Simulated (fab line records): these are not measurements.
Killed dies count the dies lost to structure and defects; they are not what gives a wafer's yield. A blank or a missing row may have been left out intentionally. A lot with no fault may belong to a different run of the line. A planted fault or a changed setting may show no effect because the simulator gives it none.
fab line records | flow sky130
record: lots: 14 | wafers: 42 | last_day: 51
route steps=708 shown POLY_GATE@233 PAD_OPEN@708
lots that met no fault: from a run of the same line without faults
start_h: hours from the record's first day to the start of the lot's first wafer shown | wait_h: time in hours since the lot's previous step | " unchanged from the row above | L1.1+2: several wafers, shown together as one row | - either no value or no given start | * or withheld: withheld | < > ~ a bound
route shown NAME@n: a module of which the file shows steps, and the number in the route of the first | usual: mean/standard deviation taken from wafers without a fault | same: alike in all rows | chamber/n: place in a boat | sites: per-site readings | _std_site: the values' standard deviation | _edge_site: outer sites' mean less inner sites' | radius_mm: how far each site lies from the wafer's centre | mask NAME#n: copy n | behind: the most recent tool/chamber to have shaped the wafer | hold: why the lot was held/for how many hours/how that ended | device: which transistor (n, p or np) failed to switch | end of line: the tests these same wafers got at the end of their route | a step given without rows: its recipe and nothing more | killed: not the wafer's yield, but the dies lost to structure and defects at the first sort | map: a wafer's dies, marking killed ones x, the rest . and places with no die _
set.NAME: the run value of the setting; set.NAME@STEP: its run value at that earlier step | model.NAME: the simulator's own value behind a step, which no gauge read
the route's steps for a sample of lots (tables are steps, rows are wafers)
services: when a tool's chamber went out of use (start_h, in hours from the record's first day, below 0 if earlier), for how many hours, and the reason
== steps ==
step: SKY_POLY_GATE_CLEAN_19
recipe: chemistry: SC1/SC2 | mix: 1:4:20 | temp_c: 70 | time_s: 150 | dry: n2_spin
lot.wafer  | tool         | chamber | start_h | wait_h
L166.2+3+6 | wet_bench-03 | 2       | 383.65  | 0.1
L167.1+2+6 | wet_bench-04 | 1       | 391.95  | 0.1
L168.2+4+5 | wet_bench-03 | 2       | 402.72  | 0.1
L170.4+5+6 | wet_bench-03 | 0       | 417.57  | 0.0
L171.2+3+6 | wet_bench-03 | 0       | 427.35  | 0.1
L172.1+3+6 | wet_bench-03 | 0       | 434.80  | 0.1
L173.2+3+5 | wet_bench-03 | 2       | 438.92  | 0.1
L174.1+2+6 | wet_bench-03 | 2       | 452.80  | 0.1
L175.2+3+6 | wet_bench-03 | 3       | 467.12  | 0.1
L176.1+2+4 | wet_bench-03 | 1       | 473.76  | 0.1
L180.1+3+6 | wet_bench-03 | 1       | 501.15  | 0.1
L187.1+2+5 | wet_bench-03 | 0       | 563.66  | 0.1
L186.1+3+4 | wet_bench-01 | 1       | 569.57  | 0.1
L189.2+3+5 | wet_bench-01 | 2       | 581.80  | 0.1
step: SKY_PAD_OPEN_PROBE_99
usual: killed_at_M0_to_M3: 44/6.9 | killed_at_M4_up: 3.1/1.7 | killed_at_contacts: 25/5.6 | killed_at_front_end: 14/4.3 | killed_at_other: 0.3/0.51 | killed_dies: 86/9.8 | killed_open: 47/6.5 | killed_short: 39/6.6
same: gross_dies: 492 | killed_at_back_side: 0
lot.wafer | tool      | chamber | start_h | wait_h | killed_at_M0_to_M3 | killed_at_M4_up | killed_at_contacts | killed_at_front_end | killed_at_other | killed_dies | killed_open | killed_short
L176.1    | prober-02 | -       | 1154.87 | 0.1    | 46                 | 3               | 24                 | 34                  | 0               | 107         | 44          | 39
L176.2    | prober-02 | -       | 1154.92 | 0.1    | 37                 | 5               | 20                 | 34                  | 0               | 96          | 30          | 43
L176.4    | prober-02 | -       | 1155.02 | 0.2    | 51                 | 3               | 14                 | 36                  | 0               | 104         | 40          | 43
L180.1    | prober-02 | -       | 1172.87 | 0.1    | 34                 | 2               | 25                 | 36                  | 1               | 98          | 45          | 33
L180.3    | prober-02 | -       | 1172.97 | 0.2    | 27                 | 1               | 27                 | 43                  | 0               | 98          | 46          | 27
L180.6    | prober-02 | -       | 1173.12 | 0.2    | 42                 | 3               | 22                 | 38                  | 0               | 105         | 35          | 45
killed by level:class
L176.1 POLY_GATE:unspecified=24 CONTACT:geometric_particle:open=12 VIA1:geometric_particle:short=10 VIA1:geometric_particle:open=7 VIA2:geometric_particle:open=6 METAL1:geometric_particle:short=6 METAL2:geometric_particle:short=6 VIA3:geometric_particle:open=4
L176.2 POLY_GATE:unspecified=23 METAL2:geometric_particle:short=10 CONTACT:geometric_particle:open=9 VIA1:geometric_particle:short=9 LOCAL_INTERCONNECT:geometric_particle:short=5 VIA1:geometric_particle:open=5 POLY_GATE:geometric_particle:open=4 CONTACT:geometric_particle:short=3
L176.4 POLY_GATE:unspecified=21 VIA1:geometric_particle:open=15 VIA3:geometric_particle:open=6 METAL1:geometric_particle:short=6 VIA1:geometric_particle:short=6 CONTACT:geometric_particle:short=5 FIELD_ISO:geometric_particle:short=4 SPACER:geometric_particle:open=4
L180.1 POLY_GATE:unspecified=20 VIA1:geometric_particle:open=8 CONTACT:geometric_particle:open=8 LI_CONTACT:geometric_particle:short=6 LI_CONTACT:geometric_particle:open=6 VIA2:geometric_particle:open=6 FIELD_ISO:geometric_particle:short=5 POLY_GATE:geometric_particle:open=5
L180.3 POLY_GATE:unspecified=25 CONTACT:geometric_particle:open=9 FIELD_ISO:geometric_particle:open=7 LI_CONTACT:geometric_particle:open=6 POLY_GATE:geometric_particle:open=5 LOCAL_INTERCONNECT:geometric_particle:short=5 VIA1:geometric_particle:open=5 METAL2:geometric_particle:short=5
L180.6 POLY_GATE:unspecified=25 METAL1:geometric_particle:short=11 LI_CONTACT:geometric_particle:open=7 LOCAL_INTERCONNECT:geometric_particle:short=6 VIA1:geometric_particle:short=6 VIA1:geometric_particle:open=6 VIA2:geometric_particle:open=5 VIA3:geometric_particle:open=5
== services ==
tool         | chamber | start_h | hours | kind
wet_bench-04 | -       | 380.03  | 4.8   | repair
== key ==
first_sign: step: SKY_PAD_OPEN_PROBE_99 | reading: killed_at_front_end | direction: up | sigmas: 5.2 | usual: 14 | struck: 37
effect: step: SKY_PAD_OPEN_PROBE_99 | reading: killed_dies | direction: up | sigmas: 1.6 | usual: 86 | struck: 101 | wafers_moved: 4
met_at SKY_POLY_GATE_CLEAN_19
struck_lots L176,L180
struck_wafers L176.1,L176.2,L176.4,L180.1,L180.3,L180.6
tester_left_out L176,L180
fault: kind: chamber_particle_source | tool: wet_bench-03 | chamber: 1 | onset_h: 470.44 | steps: SKY_POLY_GATE_CLEAN_19 | rate_per_visit_cm2: 0.88024 | end_h: 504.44
tester_left_out: of these lots the tester's yield and bins aren't shown, on N5 and GAA mostly nor the transistor test; their killed dies are dies lost to structure and defects alone, not to doping, threshold or leakage, so they don't give the yield
